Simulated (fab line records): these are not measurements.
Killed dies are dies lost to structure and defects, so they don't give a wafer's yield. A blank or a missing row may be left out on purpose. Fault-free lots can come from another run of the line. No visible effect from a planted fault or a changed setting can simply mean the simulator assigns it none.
Which of the tools did it?	flow sky130	11 lots with 33 wafers sampled at 5 steps, on a route of 708 steps

== WHAT EACH GAUGE READ, for each wafer ==
SKY_SD_N_RS_MEAS_16: uses a four-point probe to measure. Usual: SD_N_RS gives 68.57 ohm/sq (standard deviation 0.12).
lot	measured	on	SD_N_RS (ohm/sq)	flag
L531	day 28 11:20	film metro-02	68.63 68.65 68.70	
L532	day 28 19:58	film metro-03	68.98 69.22 69.11	OFF
L535	day 29 19:15	film metro-03	69.17 69.25 69.16	OFF
L543	day 32 12:43	film metro-01	68.56 68.44 68.53	
L544	day 32 15:11	film metro-02	68.54 68.73 68.58	
L545	day 33 11:17	film metro-02	68.63 68.62 68.62	
L546	day 33 15:01	film metro-02	68.62 68.62 68.59	
L549	day 34 11:27	film metro-03	68.33 68.44 68.56	
L551	day 34 19:23	film metro-01	68.46 68.53 68.33	
L550	day 34 23:55	film metro-03	68.45 68.56 68.63	
L552	day 35 11:01	film metro-03	68.40 68.38 68.37	

SKY_CONTACT_THK_MEAS_01. Usual: CONTACT_CVD_00_THK gives 75.2 nm (standard deviation 1.1).
lot	measured	on	CONTACT_CVD_00_THK (nm)	flag
L531	day 30 22:58	film metro-02	72.8 75.8 74.0	
L532	day 31 06:34	film metro-03	74.6 76.2 74.2	
L535	day 32 06:32	film metro-03	75.2 75.2 77.0	
L543	day 34 22:11	film metro-03	74.9 75.2 75.7	
L544	day 35 00:03	film metro-02	75.3 76.1 76.4	
L545	day 35 19:54	film metro-04	74.6 74.0 75.4	
L546	day 35 23:13	film metro-04	74.0 75.3 73.3	
L549	day 36 19:18	film metro-03	75.9 75.7 76.3	
L551	day 37 02:41	film metro-04	74.8 74.2 75.9	
L550	day 37 08:25	film metro-04	75.4 74.0 75.9	
L552	day 37 17:26	film metro-03	74.0 76.7 75.6	

SKY_CONTACT_CD_MEAS_14: target cd 170 nm. Usual: cd nm 169.6 nm, standard deviation 1.7.
lot	measured	on	cd nm (nm)	flag
L531	day 32 03:31	cd sem-02	171.7 170.7 171.2	
L532	day 32 10:26	cd sem-01	170.3 171.0 169.6	
L535	day 33 09:48	cd sem-02	173.6 173.2 173.9	
L543	day 36 01:22	cd sem-01	167.8 168.4 166.9	
L544	day 36 03:16	cd sem-01	171.3 171.3 170.3	
L545	day 36 21:23	cd sem-01	167.6 166.7 167.0	
L546	day 37 01:14	cd sem-01	170.7 170.7 170.1	
L549	day 37 20:18	cd sem-02	171.1 171.4 171.2	
L551	day 38 04:29	cd sem-02	169.8 168.1 169.3	
L550	day 38 09:50	cd sem-02	169.4 169.8 170.2	
L552	day 38 18:59	cd sem-01	169.5 169.9 170.8	

== WHAT TOOL EACH LOT RAN ON (gives the tool, then ch and the chambers of the sampled wafers, and finally the start) ==
lot	SKY_SD_N_IMPLANT_09	SKY_SD_N_STRIP_11
L531	implanter-04 ch 0, day 28 10:40	plasma asher-04 ch 0,1, day 28 10:56
L532	implanter-04 ch 0, day 28 19:17	plasma asher-03 ch 0,1, day 28 19:35
L535	implanter-04 ch 0, day 29 18:33	plasma asher-03 ch 0,1, day 29 18:49
L543	implanter-03 ch 0, day 32 12:02	plasma asher-01 ch 0,1, day 32 12:20
L544	implanter-04 ch 0, day 32 14:31	plasma asher-03 ch 0,1, day 32 14:47
L545	implanter-03 ch 0, day 33 10:35	plasma asher-03 ch 0,1, day 33 10:53
L546	implanter-04 ch 0, day 33 14:19	plasma asher-04 ch 0,1, day 33 14:37
L549	implanter-01 ch 0, day 34 10:43	plasma asher-03 ch 0,1, day 34 10:59
L551	implanter-01 ch 0, day 34 18:41	plasma asher-04 ch 0,1, day 34 18:59
L550	implanter-01 ch 0, day 34 23:10	plasma asher-01 ch 0,1, day 34 23:28
L552	implanter-04 ch 0, day 35 10:20	plasma asher-04 ch 0,1, day 35 10:38
- SKY_SD_N_IMPLANT_09
- SKY_SD_N_STRIP_11: strips in O2/N2.

== AS READ BY THE TOOLS THEMSELVES (means over the sampled wafers that have a number; for cases with no such wafer, the mark the record gives instead) ==
SKY_SD_N_IMPLANT_09. Usual: beam energy keV 50.002, standard deviation 0.014; dose ions cm2 4.001e+15, standard deviation 4.5e+12.
lot	tool	beam energy keV	dose ions cm2	flag
L531	implanter-04	50.003	3.996e+15	
L532	implanter-04	49.986	3.731e+15	OFF
L535	implanter-04	50.009	3.729e+15	OFF
L543	implanter-03	50.010	3.999e+15	
L544	implanter-04	50.006	4.003e+15	
L545	implanter-03	49.993	3.998e+15	
L546	implanter-04	50.014	4.003e+15	
L549	implanter-01	50.008	3.998e+15	
L551	implanter-01	49.996	3.999e+15	
L550	implanter-01	49.989	4.000e+15	
L552	implanter-04	49.970	4.001e+15	

SKY_SD_N_STRIP_11. Usual: drypump motor current A 5.5 A, standard deviation 0.36; oes product au 0.527 a.u., standard deviation 0.0045; strip time to endpoint s 22.54 s, standard deviation 0.038.
lot	tool	drypump motor current A (A)	oes product au (a.u.)	strip time to endpoint s (s)	flag
L531	plasma asher-04	5.1	0.526	22.61	
L532	plasma asher-03	5.6	0.534	22.32	OFF
L535	plasma asher-03	5.8	0.525	22.30	OFF
L543	plasma asher-01	5.7	0.527	22.53	
L544	plasma asher-03	5.6	0.532	22.52	
L545	plasma asher-03	5.8	0.529	22.58	
L546	plasma asher-04	5.2	0.523	22.54	
L549	plasma asher-03	5.8	0.526	22.57	
L551	plasma asher-04	5.1	0.529	22.50	
L550	plasma asher-01	5.7	0.527	22.56	
L552	plasma asher-04	5.2	0.529	22.59	

== THE ANSWER, worked out from the rows above alone ==
Rule: lot off if the mean of its wafers having a number is beyond 3 standard deviations from the usual mean. A lot without any number at a reading at which 4 lots or more have one is off too. Where the step has rows for the other lots, those lots are counted as sound. Order of review: gauges by route order, followed by the tools' own readings, for which a lot's mean as printed above is used. At the first step where some lot is off, the reading lying furthest off is the one used; lots without a number count as furthest.
Off: L532, L535, at SKY_SD_N_RS_MEAS_16 (SD_N_RS).
A tool fits if, at a process step before that reading, it ran every lot that is off, and no sound lot after the first of them. Not tried: the gauges at SKY_SD_N_RS_MEAS_16; whatever is off there is also off at SKY_SD_N_IMPLANT_09, on other tools, and gauge error can't account for it. None of those tried fits.

== WHAT WAS PUT IN BY THE SIMULATOR ==
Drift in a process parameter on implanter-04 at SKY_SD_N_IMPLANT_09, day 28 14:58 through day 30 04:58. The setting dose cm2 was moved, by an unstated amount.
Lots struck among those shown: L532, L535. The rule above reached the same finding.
